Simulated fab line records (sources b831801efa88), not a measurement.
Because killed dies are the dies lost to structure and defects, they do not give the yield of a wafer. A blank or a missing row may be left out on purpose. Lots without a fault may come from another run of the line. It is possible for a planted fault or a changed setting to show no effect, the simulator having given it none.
A struck lot beside a sound one ; flow sky130 ; 15 steps out of a route of 708
Sound: wafers L832.1, L832.3, L832.4. The struck wafers were L838.3, L838.4, L838.5. The cause is named last.
Each step with rows lists, per side, the tool, then ch with its chambers, then its first start. Under that, the readings that differ: sound wafers ; struck wafers ; difference of the means ; sigmas: that difference in standard deviations of wafers without a fault.
alike: same words and numbers on both sides, and readings whose means sit less than 2 such deviations apart. not compared: any withheld reading, any reading some wafer has no value for, any bound like >300 that may hide the same value, and any number with overlapping values for which the record gives no deviation.
The two part at a step that has a row with sigmas, a row that says differs or no value, or rows on one side only. Non-overlapping numbers with no deviation appear without sigmas and do not part them. A reading that every wafer of one side lacks parts them only if that side has two wafers or more.

first, 7 steps without rows for these wafers: SKY_PASSIVATION_DEHYDRATE_04 (time 60 s); SKY_PASSIVATION_HMDS_05 (prime time 60 s); SKY_PASSIVATION_COAT_06 (resist thk 3000 nm); SKY_PASSIVATION_SOFTBAKE_07; SKY_PASSIVATION_EXPOSE_08 (exposes mask NSM, target cd 3000 nm); SKY_PASSIVATION_PEB_09; SKY_PASSIVATION_DEVELOP_10 (develop time 60 s).
SKY_PASSIVATION_ETCH_11: etches the open film in CF4/O2, stops on AlCu, target depth 725 nm, time 161.1 s.
  sound on rie-diel-04 ch 0,2, day 47 05:08; struck on rie-diel-04 ch 0,1,3, day 48 09:56
  alike: drypump-motor-current-A, oes-product-au, throttle-valve-pct
  not compared: rf-hours-counter-h
SKY_PASSIVATION_STRIP_12: strips in O2/N2.
  sound on plasma-asher-02 ch 0,1, day 47 05:14; struck on plasma-asher-02 ch 0,1, day 48 10:04
  alike: drypump-motor-current-A, oes-product-au, strip-time-to-endpoint-s
  not compared: rf-hours-counter-h
then, 3 steps without rows for these wafers: SKY_PAD_OPEN_DEHYDRATE_00 (time 60 s); SKY_PAD_OPEN_HMDS_01 (prime time 60 s); SKY_PAD_OPEN_COAT_02 (resist thk 3000 nm).
SKY_PAD_OPEN_SOFTBAKE_03:
  sound on litho-track-03 ch 0, day 47 15:02; struck on litho-track-04 ch 0, day 48 19:18
reading;sound;struck;difference;sigmas
heater-power-total-W (W);65.41 65.07 65.34;64.34 64.05 64.35;-1.03;-7
plate-temp-C (C);109.92 109.99 109.87;108.54 108.30 108.49;-1.48;-11
  alike: exhaust-pa, resist-line-temp-C
then, 1 step without rows for these wafers: SKY_PAD_OPEN_EXPOSE_04 (exposes mask PDM, target cd 60000 nm).
SKY_PAD_OPEN_PROBE_99:
  sound: prober-02 at day 48 03:15; struck: prober-02 at day 49 06:04
  alike: defect-limited-yield, killed_at_M0_to_M3, killed_at_M4_up, killed-at-contacts, killed-at-front-end, killed-at-other, killed-dies, killed-open, killed-short, sort_bin_3_pad_short, sort_bin_5_function, sort_bin_6_memory, sort-n-pass, sort-yield-pct

== WHERE THEY PART ==
Only at SKY_PAD_OPEN_SOFTBAKE_03, as far as this record shows. Later steps at which nothing parts them and some readings are alike: SKY_PAD_OPEN_PROBE_99.

WHY: what had been put in by the simulator
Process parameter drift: litho-track-04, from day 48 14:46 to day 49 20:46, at SKY_PAD_OPEN_SOFTBAKE_03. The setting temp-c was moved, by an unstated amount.
